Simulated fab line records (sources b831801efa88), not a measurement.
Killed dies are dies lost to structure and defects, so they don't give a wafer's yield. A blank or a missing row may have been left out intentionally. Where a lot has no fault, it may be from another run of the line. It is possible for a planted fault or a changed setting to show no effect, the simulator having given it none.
fab line records -- flow sky130 -- part 2 of 2: steps 29 to 37 of 37
record: lots: 5, wafers: 15, last-day: 51
route steps=708 shown GATE_OXIDE@194 POLY_GATE@204 RES_PROTECT@206
lots that met no fault: from a run of the same line without faults
start-h: hours from the record's first day to the start of the lot's first wafer shown -- wait-h: time in hours since the lot's previous step -- " the same as in the row above -- L1.1+2: one row covering several wafers at once -- - either no value or no given start -- * or withheld: withheld -- < > ~ a bound
route shown NAME@n: a module of which the file shows steps, and the number in the route of the first -- usual: mean/standard deviation of fault-free wafers -- same: alike in all rows -- chamber/n: place in a boat -- sites: per-site readings -- _std_site: the values' standard deviation -- _edge_site: inner sites' mean taken away from outer sites' mean -- radius-mm: for every site, how far away it sits from the centre of the wafer -- mask NAME#n: copy n -- behind: the tool/chamber that last shaped the wafer -- hold: what put the lot on hold/how long, in hours/how the hold closed -- device: transistor that didn't switch, given as n, p or np -- end of line: the route-end tests of the same wafers -- where a step has no rows: the recipe by itself -- killed: count of dies lost to structure and defects at first sort (not the wafer's yield) -- map: the dies of a wafer, with x for killed, . for not killed, _ for no die there
set.NAME: the setting the step ran with; set.NAME@STEP: the setting that earlier step ran with -- model.NAME: the simulator's own value behind a step, which no gauge read
lots at some steps of the route; a table a step, a row a wafer
services: from which hour (start-h, from the record's first day; less than 0 if before it) a tool's chamber was out of use, for how many hours, and why
== steps ==
step: SKY_POLY_GATE_COAT_08
recipe: resist: KrF-thick, spin-rpm: 3000, resist-thk-nm: 450
usual: exhaust-pa: 44.9/0.89
lot.wafer,tool,chamber,start-h,wait-h,exhaust-pa
L074.3,litho-track-02,0,-,-,45.0
L074.5,litho-track-02,0,-,-,46.5
L074.6,litho-track-02,0,-,-,46.8
L075.2,litho-track-04,0,-,-,46.1
L075.3,litho-track-04,0,-,-,45.7
L075.6,litho-track-04,0,-,-,46.0
L076.3,litho-track-02,0,-,-,45.0
L076.5,litho-track-02,0,-,-,45.1
L076.6,litho-track-02,0,-,-,44.7
L087.3,litho-track-04,0,-,-,44.5
L087.5,litho-track-04,0,-,-,45.1
L087.6,litho-track-04,0,-,-,43.3
L097.1,litho-track-04,0,-,-,44.9
L097.3,litho-track-04,0,-,-,44.8
L097.6,litho-track-04,0,-,-,45.0
step: SKY_POLY_GATE_SOFTBAKE_09
recipe: temp-c: 100, time-s: 90, resist: KrF-thick
usual: exhaust-pa: 44.7/0.85
lot.wafer,tool,chamber,start-h,wait-h,exhaust-pa
L074.3,litho-track-02,0,-,-,43.7
L074.5,litho-track-02,0,-,-,44.3
L074.6,litho-track-02,0,-,-,43.3
L075.2,litho-track-04,0,-,-,44.3
L075.3,litho-track-04,0,-,-,44.6
L075.6,litho-track-04,0,-,-,44.2
L076.3,litho-track-02,0,-,-,44.7
L076.5,litho-track-02,0,-,-,44.5
L076.6,litho-track-02,0,-,-,43.7
L087.3,litho-track-04,0,-,-,45.5
L087.5,litho-track-04,0,-,-,45.4
L087.6,litho-track-04,0,-,-,44.7
L097.1,litho-track-04,0,-,-,43.7
L097.3,litho-track-04,0,-,-,45.1
L097.6,litho-track-04,0,-,-,43.9
step: SKY_POLY_GATE_EXPOSE_10
recipe: mask-id: P1M, na: 0.68, source-shape: conventional, sigma-outer: 0.6, target-cd-nm: 150, dose-mj: 28
lot.wafer,tool,chamber,start-h,wait-h,mask
L074.3+5+6,krf-scanner-02,0,-,-,P1M#0
L075.2+3+6,krf-scanner-01,0,-,-,P1M#0
L076.3+5+6,krf-scanner-02,0,-,-,P1M#0
L087.3+5+6,krf-scanner-01,0,-,-,P1M#0
L097.1+3+6,krf-scanner-01,0,-,-,P1M#0
step: SKY_POLY_GATE_PEB_11
recipe: peb-temp-c: withheld, peb-time-s: withheld, resist: KrF-thick
usual: exhaust-pa: 45.2/0.92
lot.wafer,tool,chamber,start-h,wait-h,exhaust-pa
L074.3,litho-track-03,0,-,-,44.5
L074.5,litho-track-03,0,-,-,44.7
L074.6,litho-track-03,0,-,-,44.6
L075.2,litho-track-03,0,-,-,44.6
L075.3,litho-track-03,0,-,-,46.5
L075.6,litho-track-03,0,-,-,45.8
L076.3,litho-track-04,0,-,-,44.0
L076.5,litho-track-04,0,-,-,44.7
L076.6,litho-track-04,0,-,-,44.3
L087.3,litho-track-03,0,-,-,45.1
L087.5,litho-track-03,0,-,-,44.4
L087.6,litho-track-03,0,-,-,44.6
L097.1,litho-track-03,0,-,-,44.8
L097.3,litho-track-03,0,-,-,45.1
L097.6,litho-track-03,0,-,-,45.9
step: SKY_POLY_GATE_DEVELOP_12
recipe: develop-time-s: 60, resist: KrF-thick, dev-temp-c: 21
usual: exhaust-pa: 44.9/0.94
lot.wafer,tool,chamber,start-h,wait-h,exhaust-pa
L074.3,litho-track-03,0,-,-,45.8
L074.5,litho-track-03,0,-,-,46.3
L074.6,litho-track-03,0,-,-,43.7
L075.2,litho-track-03,0,-,-,44.1
L075.3,litho-track-03,0,-,-,44.5
L075.6,litho-track-03,0,-,-,45.4
L076.3,litho-track-04,0,-,-,46.1
L076.5,litho-track-04,0,-,-,46.6
L076.6,litho-track-04,0,-,-,45.4
L087.3,litho-track-03,0,-,-,45.6
L087.5,litho-track-03,0,-,-,43.8
L087.6,litho-track-03,0,-,-,45.3
L097.1,litho-track-03,0,-,-,44.1
L097.3,litho-track-03,0,-,-,44.6
L097.6,litho-track-03,0,-,-,45.6
step: SKY_POLY_GATE_CD_MEAS_13
recipe: target-cd-nm: 150
usual: cd-nm: 149.4/1.4
lot.wafer,tool,chamber,start-h,wait-h,cd-nm
L074.3,cd-sem-02,-,365.09,-,148.1
L074.5,cd-sem-02,-,365.09,-,149.9
L074.6,cd-sem-02,-,365.09,-,148.2
L075.2,cd-sem-01,-,386.12,-,151.0
L075.3,cd-sem-01,-,386.12,-,151.8
L075.6,cd-sem-01,-,386.12,-,150.9
L076.3,cd-sem-02,-,395.82,-,148.4
L076.5,cd-sem-02,-,395.82,-,149.6
L076.6,cd-sem-02,-,395.82,-,149.4
L087.3,cd-sem-01,-,506.54,-,148.6
L087.5,cd-sem-01,-,506.54,-,149.5
L087.6,cd-sem-01,-,506.54,-,150.3
L097.1,cd-sem-02,-,582.60,-,149.2
L097.3,cd-sem-02,-,582.60,-,148.8
L097.6,cd-sem-02,-,582.60,-,149.2
step: SKY_POLY_GATE_OVL_MEAS_14
usual: POLY_GATE_OVL: 1/4.7
lot.wafer,tool,chamber,start-h,wait-h,POLY_GATE_OVL[nm]
L074.3,overlay-01,-,365.19,0.1,-2
L074.5,overlay-01,-,365.19,0.1,-4
L074.6,overlay-01,-,365.19,0.1,3
L075.2,overlay-02,-,386.23,0.1,0
L075.3,overlay-02,-,386.23,0.1,-5
L075.6,overlay-02,-,386.23,0.1,5
L076.3,overlay-01,-,395.92,0.1,-1
L076.5,overlay-01,-,395.92,0.1,2
L076.6,overlay-01,-,395.92,0.1,8
L087.3,overlay-01,-,506.63,0.1,-3
L087.5,overlay-01,-,506.63,0.1,-3
L087.6,overlay-01,-,506.63,0.1,0
L097.1,overlay-01,-,582.72,0.1,-3
L097.3,overlay-01,-,582.72,0.1,-7
L097.6,overlay-01,-,582.72,0.1,-5
step: SKY_POLY_GATE_ETCH_15
recipe: chemistry: N2/H2, target: BARC, ion-energy-ev: 200, source-w: 500, bias-w: 100, pressure-mtorr: 30, n2-flow-sccm: 100, h2-flow-sccm: 200, stop-on: SiO2, time-s: 118.5, target-depth-a: 1100
usual: drypump-motor-current-A: 5.7/0.48, oes-product-au: 0.716/0.0044, throttle-valve-pct: 13.213/0.0094
lot.wafer,tool,chamber,start-h,wait-h,drypump-motor-current-A,oes-product-au,rf-hours-counter-h,throttle-valve-pct
L074.3,rie-diel-04,2,365.21,0.0,5.6,0.717,8,13.203
L074.5,rie-diel-04,1,365.21,0.0,5.2,0.720,-,13.211
L074.6,rie-diel-04,2,365.21,0.0,5.6,0.722,-,13.206
L075.2,rie-diel-03,0,386.26,0.0,5.3,0.720,74,13.217
L075.3,rie-diel-03,3,386.26,0.0,6.2,0.715,2,13.231
L075.6,rie-diel-03,3,386.26,0.0,6.2,0.715,-,13.213
L076.3,rie-diel-04,0,395.94,0.0,5.3,0.721,59,13.220
L076.5,rie-diel-04,0,395.94,0.0,5.3,0.717,-,13.227
L076.6,rie-diel-04,1,395.94,0.0,5.2,0.717,-,13.209
L087.3,rie-diel-02,3,506.66,0.0,5.0,0.716,1,13.230
L087.5,rie-diel-02,3,506.66,0.0,5.0,0.718,-,13.209
L087.6,rie-diel-02,0,506.66,0.0,5.2,0.728,-,13.220
L097.1,rie-diel-03,2,582.76,0.0,5.9,0.711,16,13.217
L097.3,rie-diel-03,1,582.76,0.0,5.9,0.713,69,13.208
L097.6,rie-diel-03,2,582.76,0.0,5.9,0.725,-,13.210
step: SKY_POLY_GATE_ETCH_16
recipe: stop-on: poly-Si, chemistry: CH3F/O2, target: Si3N4, source-w: 400, bias-w: 80, pressure-mtorr: 25, ch3f-flow-sccm: 40, O2_flow_sccm: 30, time-s: 147.5, target-depth-a: 750
usual: drypump-motor-current-A: 5.7/0.48, oes-product-au: 0.639/0.0056, throttle-valve-pct: 10.533/0.0097
lot.wafer,tool,chamber,start-h,wait-h,drypump-motor-current-A,oes-product-au,rf-hours-counter-h,throttle-valve-pct
L074.3,rie-diel-04,2,365.29,0.0,5.6,0.644,8,10.522
L074.5,rie-diel-04,1,365.29,0.0,5.2,0.643,-,10.530
L074.6,rie-diel-04,2,365.29,0.0,5.6,0.639,-,10.543
L075.2,rie-diel-03,0,386.34,0.0,5.2,0.636,74,10.523
L075.3,rie-diel-03,3,386.34,0.0,6.2,0.632,2,10.522
L075.6,rie-diel-03,3,386.34,0.0,6.2,0.634,-,10.525
L076.3,rie-diel-04,0,396.02,0.0,5.3,0.647,59,10.519
L076.5,rie-diel-04,0,396.02,0.0,5.3,0.646,-,10.540
L076.6,rie-diel-04,1,396.02,0.0,5.2,0.652,-,10.535
L087.3,rie-diel-02,3,506.74,0.0,5.0,0.634,1,10.526
L087.5,rie-diel-02,3,506.74,0.0,5.0,0.636,-,10.545
L087.6,rie-diel-02,0,506.74,0.0,5.2,0.640,-,10.546
L097.1,rie-diel-03,2,582.84,0.0,5.9,0.640,16,10.547
L097.3,rie-diel-03,1,582.84,0.0,6.0,0.651,69,10.555
L097.6,rie-diel-03,2,582.84,0.0,5.9,0.647,-,10.531
== services ==
tool,chamber,start-h,hours,kind
rie-diel-03,2,280.03,6.3,repair
rie-diel-03,3,298.02,3.2,repair
rie-diel-04,-,299.96,14.6,pm
rie-diel-03,3,303.20,26.2,repair
lpcvd-02,-,327.35,0.5,repair
implanter-03,-,330.43,5.0,pm
plasma-asher-01,-,340.67,2.8,pm
implanter-03,-,349.19,4.9,pm
implanter-04,-,368.28,1.6,repair
plasma-asher-01,-,370.09,15.9,pm
plasma-asher-01,-,397.68,13.3,repair
implanter-04,-,402.68,3.0,repair
rie-diel-03,0,406.66,5.4,repair
plasma-asher-01,-,415.23,0.5,repair
rie-diel-04,0,421.31,2.7,repair
iline-stepper-02,-,436.91,1.7,pm
implanter-04,-,457.58,0.8,repair
implanter-04,-,480.98,6.1,pm
lpcvd-01,-,483.13,2.8,pm
rie-diel-04,0,487.10,97.2,repair
rie-diel-04,1,492.32,14.7,repair
rie-diel-03,1,514.22,12.4,repair
implanter-04,-,532.81,0.9,repair
wet-bench-02,-,539.19,1.0,repair
